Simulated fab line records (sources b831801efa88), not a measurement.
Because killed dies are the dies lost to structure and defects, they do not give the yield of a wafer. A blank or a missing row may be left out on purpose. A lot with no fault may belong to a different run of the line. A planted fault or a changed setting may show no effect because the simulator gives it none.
Comparing a struck lot with a sound one + flow sky130 + 16 steps out of a route of 708
Sound: wafers L850.1, L850.5, L850.6. Struck: wafer L862.5 (left out: L862.3, a lot-mate that was not struck); the cause follows at the end.
Each step with rows lists, per side, the tool, then ch with its chambers, then its first start. Under that, the readings that differ: sound wafers + struck wafers + difference of the means + sigmas: that difference in standard deviations of wafers without a fault.
alike: readings whose means differ by less than 2 such deviations, and words and numbers that are the same on both sides. not compared: withheld readings, readings that some wafer has no value for, bounds like >300 that may hide the same value, and numbers for which the record gives no deviation and whose values overlap.
A row with sigmas, a row that says differs or no value, or rows on one side alone: a step with any of these is where the two part. When numbers do not overlap yet have no deviation, they are printed without sigmas and do not part them. A reading missing from all wafers of one side parts the sides only when that side holds two or more wafers.

first, 2 steps without rows for these wafers: SKY_VT_ADJUST_PCH_PEB_05; SKY_VT_ADJUST_PCH_DEVELOP_06 (develop time 60 s).
SKY_VT_ADJUST_PCH_OVL_MEAS_07:
  sound on overlay-02 at day 11 12:50; struck on overlay-02 at day 15 17:34
  alike: VT_ADJUST_PCH_OVL
after that, 1 step had no rows for these wafers: SKY_VT_ADJUST_PCH_IMPLANT_08.
SKY_VT_ADJUST_PCH_STRIP_09: strips in O2/N2.
  sound on plasma_asher-03 ch 0,1, day 11 13:02; struck on plasma_asher-02 ch 1, day 15 17:46
  alike: chamber_pressure_mTorr, drypump_motor_current_A, oes_product_au, strip_time_to_endpoint_s
  not compared: rf_hours_counter_h
SKY_VT_ADJUST_PCH_TW_MEAS_10:
  sound on film_metro-01 at day 11 13:08; struck on film_metro-03 at day 15 17:52
| reading          | sound             | struck | difference | sigmas |
|------------------|-------------------|--------|------------|--------|
| VT_ADJUST_PCH_TW | 144.2 143.5 143.7 | 140.9  | -2.9       | -3     |
then, 6 steps without rows for these wafers: SKY_SONOS_TUNNEL_DEHYDRATE_00 (time 60 s); SKY_SONOS_TUNNEL_HMDS_01 (prime time 60 s); SKY_SONOS_TUNNEL_COAT_02 (resist thk 1140 nm); SKY_SONOS_TUNNEL_SOFTBAKE_03 (time 60 s); SKY_SONOS_TUNNEL_EXPOSE_04 (exposes mask TUNM, target cd 410 nm); SKY_SONOS_TUNNEL_PEB_05.
SKY_SONOS_TUNNEL_DEVELOP_06: develop time 60 s.
  sound on litho_track-03 ch 0, day 12 12:38; struck on litho_track-02 ch 0, day 16 21:49
| reading         | sound          | struck | difference | sigmas |
|-----------------|----------------|--------|------------|--------|
| exhaust_pa (Pa) | 44.5 46.6 43.9 | 46.9   | +1.9       | +2     |
SKY_SONOS_TUNNEL_CD_MEAS_07 targets a cd of 410 nm.
  sound on cd_sem-02 at day 12 12:47; struck on cd_sem-02 at day 16 21:58
| reading    | sound             | struck | difference | sigmas |
|------------|-------------------|--------|------------|--------|
| cd_nm (nm) | 409.1 410.0 408.5 | 448.7  | +39.5      | +18    |
SKY_SONOS_TUNNEL_OVL_MEAS_08:
  sound on overlay-01 at day 12 12:54; struck on overlay-01 at day 16 22:04
  alike: SONOS_TUNNEL_OVL
after that, 1 step had no rows for these wafers: SKY_PAD_OPEN_PROBE_99.

## WHERE THEY PART
First at SKY_VT_ADJUST_PCH_TW_MEAS_10; last, within this record, at SKY_SONOS_TUNNEL_CD_MEAS_07. Later steps at which nothing parts them and some readings are alike: SKY_SONOS_TUNNEL_OVL_MEAS_08.

WHY: the cause the simulator had injected
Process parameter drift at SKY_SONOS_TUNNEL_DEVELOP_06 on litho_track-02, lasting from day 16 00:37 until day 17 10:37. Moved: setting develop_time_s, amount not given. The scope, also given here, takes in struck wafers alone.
